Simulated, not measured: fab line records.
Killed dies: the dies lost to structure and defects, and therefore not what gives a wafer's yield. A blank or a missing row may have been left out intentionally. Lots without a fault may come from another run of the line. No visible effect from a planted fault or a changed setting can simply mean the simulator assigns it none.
8D (eight disciplines) problem report, filled in by code :: flow sky130 :: the parts of the form that need people (team, actions taken, sign-off) are left out

1. WHAT IS WRONG
Across 3 wafers from 2 lots, VIA3_W_RS at SKY_VIA3_RS_MEAS_22 averages 0.188 ohm/sq, while fault-free wafers read 0.293 ohm/sq with a standard deviation of 0.0031. That is -34 standard deviations from the usual mean.
The step: measures by four-point-probe.
Seen first at day 45 07:00 on film-metro-02, wafer L642.1. The record holds 30 wafers of 10 lots with a number at this step. The rule behind "out" and "out of limits": a value lying over 4 standard deviations away from the usual mean. Any other wafer with a number is counted as sound.

2. WHAT IT IS, WHAT IT ISN'T
question: which readings at this step
is: VIA3_W_RS
is not: -

question: which lots
is: L642, L643
is not: L624, L625, L631, L632, L633, L644, L645, L646

question: which wafers of those lots
is: L642.1, L643.1, L643.3
is not: L642.2, L642.6, L643.6

question: read on which gauges
is: film-metro-02
is not: film-metro-01

question: when
is: from day 45 07:00
is not: up to then (17 sound wafers); but 10 sound wafers of L643, L644, L645, L646 came after

3. WHAT RULES OUT EACH SUSPECT
Counting: if a tool at a process step up to the reading ran every lot that is out, it stays a suspect. Sound lots after the first of them don't rule it out here, since some wafers of a struck lot are sound.
- the gauge at SKY_VIA3_RS_MEAS_22 is ruled out. All the wafers that are out were read on film-metro-02, but those of them that SKY_VIA3_CMP_24 has rows for are out there too, on other tools.
- cvd-w-01 at SKY_VIA3_CVD_21 (deposits W, target thk 390 nm, time 117.31 s): kept. Every lot that is out went through it, the first being L642 (day 45 06:52); the last sound lot it ran before that was L633 (day 42 20:13).
After counting, what remains is cvd-w-01 at SKY_VIA3_CVD_21.

4. THE CAUSE (what the simulator had put in)
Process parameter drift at SKY_VIA3_CVD_21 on cvd-w-01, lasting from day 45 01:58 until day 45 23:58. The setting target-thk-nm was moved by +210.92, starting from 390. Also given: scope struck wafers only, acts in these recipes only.
Counting left only this tool.

5. THE EFFECT CHAIN, in route order
Each row: a reading whose mean over the struck wafers that have a number lies more than 3 standard deviations from the usual. Only readings whose record carries a usual standard deviation are examined. hours: median over the lots of the time between each lot's start at the first step of this table that gives one and its start at this step. sigmas: the change, counted in usual standard deviations.
hours: 0
step: SKY_VIA3_RS_MEAS_22
reading: VIA3_W_RS
usual: 0.293 ohm/sq
on struck wafers: 0.188
change: -0.105
sigmas: -34

hours: 0
step: SKY_VIA3_CMP_24
reading: time-to-endpoint-s
usual: 96 s
on struck wafers: 149
change: +53
sigmas: +15
Here are the process steps it includes:
- SKY_VIA3_CMP_24: polishes, stops on SiO2, t overpolish 20 s, target thk 0 nm.
Readings that are blank on the struck wafers while sound wafers have them: VIA3_W_THK at SKY_VIA3_THK_MEAS_23.

6. HOW IT WOULD HAVE BEEN CAUGHT EARLIER
Counted from the fault's start at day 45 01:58, it took 5 hours until the first out-of-limits reading at a measuring or inspecting step in this record, taken at day 45 07:00.
Of the tool readings at SKY_VIA3_CVD_21 for which the record gives a usual standard deviation, none was out on any struck wafer, so an alarm limit of 4 standard deviations on them would not have fired.
Lots out: 2; of these, L643 started SKY_VIA3_CVD_21 on cvd-w-01 after day 45 07:00. A hold on the tool at that time would have spared it.
